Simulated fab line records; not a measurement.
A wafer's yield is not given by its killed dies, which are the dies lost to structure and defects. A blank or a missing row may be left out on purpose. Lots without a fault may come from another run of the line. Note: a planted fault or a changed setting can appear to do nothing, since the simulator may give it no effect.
Chamber matching    flow gf180mcu    3 sister chambers for GF_V1_CVD_02 on pecvd-03
The step deposits SiO2 from TEOS, target thk 850 nm, time 94.851 s. 6 wafers are shown with their chamber, then 8 later ones without.

EACH WAFER AND ITS CHAMBER
wafer   chamber  heater-power-w (W)  heater-power-outer-w (W)
L590.3  1        740                 395
L592.3  1        814                 459
L593.1  0        714                 438
L593.4  0        765                 462
L593.6  2        387                 229
L594.1  2        484                 289

WAFERS WITHOUT THEIR CHAMBER
wafer   heater-power-w (W)  heater-power-outer-w (W)
L594.2  762                 419
L594.4  813                 466
L597.1  424                 241
L597.3  757                 420
L597.4  791                 447
L606.1  708                 392
L606.3  615                 366
L606.5  691                 416

EACH ONE'S CHAMBER
wafer   from the rows above           in truth
L594.2  can't be placed: 1 or 0       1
L594.4  can't be placed: 1 or 0       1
L597.1  2                             2
L597.3  can't be placed: 1 or 0       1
L597.4  can't be placed: 1 or 0       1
L606.1  can't be placed: 1 or 0       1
L606.3  can't be placed: 0 or 1 or 2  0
L606.5  can't be placed: 0 or 1       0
Correctly placed: 1 of 8. Can't be placed from these rows: 7 (the true chamber is among the candidates in 7). Number placed wrongly: 0.
How it was worked out, from the rows above alone: a wafer's distance from a chamber is the root of the sum, over the readings, of the square of ((its reading less the chamber's mean) divided by the reading's scatter). The wafer belongs to the nearest chamber; if the next one is less than 2 further off, it can't be placed. For every chamber, the mean is computed from those of its wafers that are shown. How the scatter is found: for the shown wafers, subtract from each reading the mean of its chamber, square and add these, divide the total by (wafers less chambers), then take the root.
